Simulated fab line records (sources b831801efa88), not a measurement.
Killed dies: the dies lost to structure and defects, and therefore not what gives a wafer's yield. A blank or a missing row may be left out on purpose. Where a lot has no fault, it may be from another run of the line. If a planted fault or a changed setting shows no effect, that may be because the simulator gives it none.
Which of the tools did it? / flow gf180mcu / 24 lots, 72 wafers sampled, at 6 steps of a route of 602

WHAT THE GAUGES READ, wafer by wafer
GF_NWELL_OVL_MEAS_07. Usual: for NWELL_OVL the level is 0.1 nm and the standard deviation is 1.7.
lot=L074; measured=day 3 06:08; on=overlay-01; NWELL_OVL (nm)=0.6 0.4 2.4; flag=
lot=L075; measured=day 3 12:26; on=overlay-02; NWELL_OVL (nm)=-2.1 -2.3 -1.9; flag=
lot=L076; measured=day 3 18:12; on=overlay-01; NWELL_OVL (nm)=-1.8 0.2 -1.2; flag=
lot=L077; measured=day 4 03:20; on=overlay-01; NWELL_OVL (nm)=0.6 2.0 0.9; flag=
lot=L078; measured=day 4 07:26; on=overlay-02; NWELL_OVL (nm)=0.8 0.4 -0.4; flag=
lot=L079; measured=day 4 11:04; on=overlay-02; NWELL_OVL (nm)=0.5 2.0 3.7; flag=
lot=L080; measured=day 4 18:59; on=overlay-02; NWELL_OVL (nm)=-3.4 -1.7 -1.9; flag=
lot=L081; measured=day 4 23:27; on=overlay-01; NWELL_OVL (nm)=-0.7 -1.0 0.3; flag=
lot=L082; measured=day 5 02:00; on=overlay-01; NWELL_OVL (nm)=2.4 0.0 0.9; flag=
lot=L083; measured=day 5 08:19; on=overlay-01; NWELL_OVL (nm)=2.6 0.5 1.7; flag=
lot=L084; measured=day 5 14:43; on=overlay-01; NWELL_OVL (nm)=-0.9 -0.9 -1.0; flag=
lot=L085; measured=day 5 20:04; on=overlay-01; NWELL_OVL (nm)=-0.2 1.0 0.5; flag=
lot=L086; measured=day 6 02:45; on=overlay-02; NWELL_OVL (nm)=0.3 2.0 0.3; flag=
lot=L087; measured=day 6 07:21; on=overlay-02; NWELL_OVL (nm)=-1.5 -0.3 -0.4; flag=
lot=L088; measured=day 6 12:00; on=overlay-01; NWELL_OVL (nm)=-0.8 -0.8 -0.3; flag=
lot=L089; measured=day 6 17:01; on=overlay-02; NWELL_OVL (nm)=-2.8 -2.5 -2.8; flag=
lot=L090; measured=day 7 00:14; on=overlay-02; NWELL_OVL (nm)=1.9 4.0 2.4; flag=
lot=L091; measured=day 7 03:46; on=overlay-02; NWELL_OVL (nm)=0.6 1.7 0.8; flag=
lot=L092; measured=day 7 12:05; on=overlay-02; NWELL_OVL (nm)=0.3 1.3 0.0; flag=
lot=L093; measured=day 7 15:10; on=overlay-02; NWELL_OVL (nm)=-0.7 -0.9 -1.7; flag=
lot=L094; measured=day 7 20:32; on=overlay-02; NWELL_OVL (nm)=-0.5 -2.3 -2.1; flag=
lot=L095; measured=day 8 03:20; on=overlay-01; NWELL_OVL (nm)=3.8 2.7 2.1; flag=
lot=L096; measured=day 8 08:19; on=overlay-02; NWELL_OVL (nm)=-0.3 -1.2 0.2; flag=
lot=L097; measured=day 8 14:40; on=overlay-01; NWELL_OVL (nm)=2.9 2.4 3.0; flag=

GF_POLY_GATE_OVL_MEAS_11. Usual: for POLY_GATE_OVL the level is -1 nm and the standard deviation is 5.8.
lot=L074; measured=day 9 04:22; on=overlay-01; POLY_GATE_OVL (nm)=-17 -12 -14; flag=
lot=L075; measured=day 9 10:31; on=overlay-01; POLY_GATE_OVL (nm)=-6 8 -2; flag=
lot=L076; measured=day 9 18:23; on=overlay-02; POLY_GATE_OVL (nm)=8 0 0; flag=
lot=L077; measured=day 10 07:23; on=overlay-01; POLY_GATE_OVL (nm)=-6 -6 -7; flag=
lot=L078; measured=day 10 13:07; on=overlay-02; POLY_GATE_OVL (nm)=2 4 6; flag=
lot=L079; measured=day 10 20:01; on=overlay-02; POLY_GATE_OVL (nm)=3 8 2; flag=
lot=L080; measured=day 11 05:23; on=overlay-02; POLY_GATE_OVL (nm)=4 6 7; flag=
lot=L081; measured=day 11 08:14; on=overlay-02; POLY_GATE_OVL (nm)=-8 -5 -5; flag=
lot=L082; measured=day 11 15:28; on=overlay-02; POLY_GATE_OVL (nm)=5 1 0; flag=
lot=L083; measured=day 11 23:55; on=overlay-02; POLY_GATE_OVL (nm)=-7 -12 -13; flag=
lot=L084; measured=day 12 08:11; on=overlay-01; POLY_GATE_OVL (nm)=5 2 6; flag=
lot=L085; measured=day 12 12:31; on=overlay-02; POLY_GATE_OVL (nm)=0 -3 -17; flag=
lot=L086; measured=day 12 22:47; on=overlay-01; POLY_GATE_OVL (nm)=4 -1 -2; flag=
lot=L087; measured=day 13 03:47; on=overlay-01; POLY_GATE_OVL (nm)=-1 -5 -4; flag=
lot=L088; measured=day 13 09:11; on=overlay-02; POLY_GATE_OVL (nm)=2 -2 1; flag=
lot=L089; measured=day 13 18:49; on=overlay-01; POLY_GATE_OVL (nm)=-8 -7 -5; flag=
lot=L090; measured=day 14 01:07; on=overlay-01; POLY_GATE_OVL (nm)=3 -4 5; flag=
lot=L091; measured=day 14 08:55; on=overlay-02; POLY_GATE_OVL (nm)=-7 2 -3; flag=
lot=L092; measured=day 14 18:01; on=overlay-02; POLY_GATE_OVL (nm)=-11 -6 -8; flag=
lot=L093; measured=day 15 00:19; on=overlay-01; POLY_GATE_OVL (nm)=4 12 6; flag=
lot=L094; measured=day 15 06:19; on=overlay-02; POLY_GATE_OVL (nm)=5 5 3; flag=
lot=L095; measured=day 15 15:06; on=overlay-02; POLY_GATE_OVL (nm)=5 -2 2; flag=
lot=L096; measured=day 15 22:46; on=overlay-01; POLY_GATE_OVL (nm)=2 2 -8; flag=
lot=L097; measured=day 16 07:07; on=overlay-02; POLY_GATE_OVL (nm)=-1 -7 -3; flag=

GF_SALICIDE_THK_MEAS_05: measures by xrf. Usual: for SALICIDE_TIN_THK the level is 20.34 nm and the standard deviation is 0.28.
lot=L074; measured=day 15 03:08; on=filmMetro-03; SALICIDE_TIN_THK (nm)=20.32 20.11 19.93; flag=
lot=L075; measured=day 15 13:42; on=filmMetro-04; SALICIDE_TIN_THK (nm)=20.16 20.66 20.40; flag=
lot=L076; measured=day 15 23:26; on=filmMetro-01; SALICIDE_TIN_THK (nm)=20.46 20.37 20.31; flag=
lot=L077; measured=day 16 12:26; on=filmMetro-01; SALICIDE_TIN_THK (nm)=20.52 20.15 20.64; flag=
lot=L078; measured=day 16 22:38; on=filmMetro-03; SALICIDE_TIN_THK (nm)=20.65 20.27 20.84; flag=
lot=L079; measured=day 17 05:14; on=filmMetro-04; SALICIDE_TIN_THK (nm)=20.47 20.45 20.51; flag=
lot=L080; measured=day 17 18:41; on=filmMetro-04; SALICIDE_TIN_THK (nm)=19.99 20.27 20.10; flag=
lot=L081; measured=day 17 20:34; on=filmMetro-04; SALICIDE_TIN_THK (nm)=20.77 20.47 20.08; flag=
lot=L082; measured=day 18 10:59; on=filmMetro-01; SALICIDE_TIN_THK (nm)=20.12 20.34 20.30; flag=
lot=L083; measured=day 18 16:31; on=filmMetro-01; SALICIDE_TIN_THK (nm)=20.12 20.46 20.43; flag=
lot=L084; measured=day 19 01:05; on=filmMetro-03; SALICIDE_TIN_THK (nm)=20.08 20.69 19.97; flag=
lot=L085; measured=day 19 10:10; on=filmMetro-01; SALICIDE_TIN_THK (nm)=20.49 20.10 20.02; flag=
lot=L086; measured=day 19 22:09; on=filmMetro-01; SALICIDE_TIN_THK (nm)=20.26 20.37 20.94; flag=
lot=L087; measured=day 20 01:37; on=filmMetro-03; SALICIDE_TIN_THK (nm)=20.12 19.54 19.94; flag=
lot=L088; measured=day 20 09:51; on=filmMetro-04; SALICIDE_TIN_THK (nm)=19.99 20.06 20.27; flag=
lot=L089; measured=day 20 19:31; on=filmMetro-01; SALICIDE_TIN_THK (nm)=20.83 20.30 20.63; flag=
lot=L090; measured=day 21 04:55; on=filmMetro-04; SALICIDE_TIN_THK (nm)=20.66 20.09 20.02; flag=
lot=L091; measured=day 21 13:10; on=filmMetro-01; SALICIDE_TIN_THK (nm)=20.99 20.32 21.07; flag=
lot=L092; measured=day 21 22:38; on=filmMetro-01; SALICIDE_TIN_THK (nm)=20.68 20.27 20.37; flag=
lot=L093; measured=day 22 06:43; on=filmMetro-01; SALICIDE_TIN_THK (nm)=20.20 20.30 20.24; flag=
lot=L094; measured=day 22 12:05; on=filmMetro-01; SALICIDE_TIN_THK (nm)=20.48 20.35 20.63; flag=
lot=L095; measured=day 22 22:02; on=filmMetro-01; SALICIDE_TIN_THK (nm)=20.47 20.40 20.13; flag=
lot=L096; measured=day 23 04:44; on=filmMetro-01; SALICIDE_TIN_THK (nm)=20.38 20.67 20.45; flag=
lot=L097; measured=day 23 14:14; on=filmMetro-04; SALICIDE_TIN_THK (nm)=20.58 19.92 20.10; flag=

GF_V1_CD_MEAS_14: target cd 260 nm. Usual: cdNm 259.9 nm, standard deviation 1.3.
lot=L074; measured=day 18 02:50; on=cdSem-02; cdNm (nm)=259.8 259.5 259.6; flag=
lot=L075; measured=day 18 15:34; on=cdSem-02; cdNm (nm)=257.9 259.4 260.2; flag=
lot=L076; measured=day 19 02:02; on=cdSem-02; cdNm (nm)=259.2 259.1 258.8; flag=
lot=L077; measured=day 19 15:16; on=cdSem-02; cdNm (nm)=258.2 257.8 258.0; flag=
lot=L078; measured=day 20 03:05; on=cdSem-02; cdNm (nm)=258.0 259.6 258.7; flag=
lot=L079; measured=day 20 09:13; on=cdSem-02; cdNm (nm)=260.4 260.1 260.7; flag=
lot=L080; measured=day 21 01:35; on=cdSem-01; cdNm (nm)=261.7 262.4 262.6; flag=
lot=L081; measured=day 21 01:52; on=cdSem-02; cdNm (nm)=259.4 259.7 259.6; flag=
lot=L082; measured=day 21 15:44; on=cdSem-01; cdNm (nm)=258.4 258.8 259.0; flag=
lot=L083; measured=day 21 21:18; on=cdSem-02; cdNm (nm)=261.4 260.8 259.5; flag=
lot=L084; measured=day 22 05:43; on=cdSem-02; cdNm (nm)=261.4 262.2 262.0; flag=
lot=L085; measured=day 22 14:39; on=cdSem-02; cdNm (nm)=259.8 259.4 258.7; flag=
lot=L086; measured=day 23 02:26; on=cdSem-02; cdNm (nm)=257.6 259.0 259.0; flag=
lot=L087; measured=day 23 04:32; on=cdSem-01; cdNm (nm)=261.3 261.6 259.8; flag=
lot=L088; measured=day 23 13:31; on=cdSem-02; cdNm (nm)=261.0 260.6 261.0; flag=
lot=L089; measured=day 23 21:30; on=cdSem-02; cdNm (nm)=260.8 259.1 260.9; flag=
lot=L090; measured=day 24 06:50; on=cdSem-01; cdNm (nm)=262.3 262.9 261.7; flag=
lot=L091; measured=day 24 14:31; on=cdSem-02; cdNm (nm)=258.9 260.5 260.2; flag=
lot=L092; measured=day 24 22:55; on=cdSem-01; cdNm (nm)=262.6 262.0 260.8; flag=
lot=L093; measured=day 25 06:54; on=cdSem-02; cdNm (nm)=261.2 259.5 260.1; flag=
lot=L094; measured=day 25 09:50; on=cdSem-02; cdNm (nm)=260.4 259.5 259.1; flag=
lot=L095; measured=day 25 19:48; on=cdSem-02; cdNm (nm)=259.9 259.5 259.7; flag=
lot=L096; measured=day 26 02:43; on=cdSem-01; cdNm (nm)=260.8 260.3 259.5; flag=
lot=L097; measured=day 26 11:33; on=cdSem-02; cdNm (nm)=259.1 259.3 258.7; flag=

GF_V2_CD_MEAS_14: target cd 260 nm. Usual: cdNm 260.2 nm, standard deviation 1.4.
lot=L074; measured=day 20 06:37; on=cdSem-02; cdNm (nm)=261.2 262.4 261.3; flag=
lot=L075; measured=day 20 21:01; on=cdSem-01; cdNm (nm)=259.1 259.6 258.7; flag=
lot=L076; measured=day 21 06:59; on=cdSem-02; cdNm (nm)=261.7 260.5 259.4; flag=
lot=L077; measured=day 21 19:32; on=cdSem-02; cdNm (nm)=260.5 260.1 260.2; flag=
lot=L078; measured=day 22 06:43; on=cdSem-02; cdNm (nm)=260.6 260.4 260.8; flag=
lot=L079; measured=day 22 13:03; on=cdSem-01; cdNm (nm)=260.0 259.2 258.2; flag=
lot=L080; measured=day 23 03:04; on=cdSem-02; cdNm (nm)=262.6 262.7 263.6; flag=
lot=L081; measured=day 23 03:24; on=cdSem-01; cdNm (nm)=259.0 259.9 258.4; flag=
lot=L082; measured=day 23 18:14; on=cdSem-01; cdNm (nm)=263.0 261.5 263.2; flag=
lot=L083; measured=day 23 21:39; on=cdSem-02; cdNm (nm)=259.5 258.9 259.5; flag=
lot=L084; measured=day 24 06:32; on=cdSem-02; cdNm (nm)=263.4 263.1 262.2; flag=
lot=L085; measured=day 24 15:08; on=cdSem-01; cdNm (nm)=259.5 259.5 259.9; flag=
lot=L086; measured=day 25 01:49; on=cdSem-01; cdNm (nm)=260.6 261.0 260.6; flag=
lot=L087; measured=day 25 04:19; on=cdSem-01; cdNm (nm)=259.0 258.9 260.2; flag=
lot=L088; measured=day 25 13:07; on=cdSem-02; cdNm (nm)=260.4 259.6 260.7; flag=
lot=L089; measured=day 25 19:50; on=cdSem-01; cdNm (nm)=258.3 259.5 259.2; flag=
lot=L090; measured=day 26 05:16; on=cdSem-02; cdNm (nm)=260.6 260.0 259.6; flag=
lot=L091; measured=day 26 12:48; on=cdSem-01; cdNm (nm)=261.2 261.1 261.3; flag=
lot=L092; measured=day 26 21:04; on=cdSem-01; cdNm (nm)=260.2 260.9 259.3; flag=
lot=L093; measured=day 27 03:19; on=cdSem-01; cdNm (nm)=260.7 259.1 259.4; flag=
lot=L094; measured=day 27 06:13; on=cdSem-02; cdNm (nm)=257.6 258.3 257.4; flag=
lot=L095; measured=day 27 16:02; on=cdSem-01; cdNm (nm)=259.4 261.4 260.8; flag=
lot=L096; measured=day 27 22:49; on=cdSem-01; cdNm (nm)=260.1 260.7 259.5; flag=
lot=L097; measured=day 28 07:42; on=cdSem-01; cdNm (nm)=259.7 259.6 259.7; flag=

GF_M3_CD_MEAS_14: target cd 280 nm. Usual: cdNm 279.6 nm, standard deviation 1.3.
lot=L074; measured=day 21 08:41; on=cdSem-01; cdNm (nm)=278.2 278.7 278.7; flag=
lot=L075; measured=day 21 22:47; on=cdSem-02; cdNm (nm)=280.9 281.9 281.8; flag=
lot=L076; measured=day 22 08:35; on=cdSem-02; cdNm (nm)=279.6 280.9 279.4; flag=
lot=L077; measured=day 22 20:37; on=cdSem-01; cdNm (nm)=279.7 279.0 279.9; flag=
lot=L078; measured=day 23 07:38; on=cdSem-01; cdNm (nm)=279.6 281.5 281.2; flag=
lot=L079; measured=day 23 14:13; on=cdSem-02; cdNm (nm)=280.1 279.4 279.5; flag=
lot=L080; measured=day 24 03:07; on=cdSem-01; cdNm (nm)=278.4 279.4 278.9; flag=
lot=L081; measured=day 24 03:19; on=cdSem-02; cdNm (nm)=279.3 278.4 279.2; flag=
lot=L082; measured=day 24 17:50; on=cdSem-01; cdNm (nm)=280.4 280.8 279.1; flag=
lot=L083; measured=day 24 21:55; on=cdSem-02; cdNm (nm)=277.2 277.7 277.3; flag=
lot=L084; measured=day 25 06:26; on=cdSem-02; cdNm (nm)=280.9 279.9 280.2; flag=
lot=L085; measured=day 25 14:47; on=cdSem-02; cdNm (nm)=278.3 278.8 277.2; flag=
lot=L086; measured=day 26 00:53; on=cdSem-01; cdNm (nm)=281.7 281.4 281.9; flag=
lot=L087; measured=day 26 03:23; on=cdSem-02; cdNm (nm)=281.8 281.2 281.9; flag=
lot=L088; measured=day 26 11:40; on=cdSem-01; cdNm (nm)=278.7 277.7 278.8; flag=
lot=L089; measured=day 26 18:37; on=cdSem-01; cdNm (nm)=279.0 279.1 279.5; flag=
lot=L090; measured=day 27 03:40; on=cdSem-01; cdNm (nm)=278.9 279.9 279.0; flag=
lot=L091; measured=day 27 10:59; on=cdSem-02; cdNm (nm)=281.0 281.4 280.0; flag=
lot=L092; measured=day 27 19:18; on=cdSem-01; cdNm (nm)=280.1 279.3 280.9; flag=
lot=L093; measured=day 28 01:14; on=cdSem-02; cdNm (nm)=278.6 278.8 279.4; flag=
lot=L094; measured=day 28 03:49; on=cdSem-02; cdNm (nm)=280.1 279.9 279.9; flag=
lot=L095; measured=day 28 13:47; on=cdSem-01; cdNm (nm)=278.7 278.3 278.3; flag=
lot=L096; measured=day 28 19:52; on=cdSem-02; cdNm (nm)=281.6 281.9 280.8; flag=
lot=L097; measured=day 29 04:56; on=cdSem-02; cdNm (nm)=279.4 278.5 277.8; flag=

EACH LOT AND THE TOOL THAT RAN IT (in order: tool; ch and the chambers of the sampled wafers; start)
The record shows no process step preceding these readings.

AS READ BY THE TOOLS THEMSELVES (means over the sampled wafers that have a number; for cases with no such wafer, the mark the record gives instead)
The record holds no such reading with a usual standard deviation.

THE ANSWER, worked out from the rows above alone
Rule: a lot counts as off when the mean over its wafers that have a number is more than 3 standard deviations away from the usual mean. Also off: a lot with no number at a reading for which 4 or more lots have one. Any other lot the step has rows for is counted as sound. First the gauges in route order, then the tools' own readings, where a lot's mean is used as printed above. The first step at which some lot is off is used, and at that step the reading that is off furthest; a lot without a number counts as furthest.
No lot is off on any of the readings shown, so nothing can be concluded from this.

WHAT THE SIMULATOR HAD INSERTED
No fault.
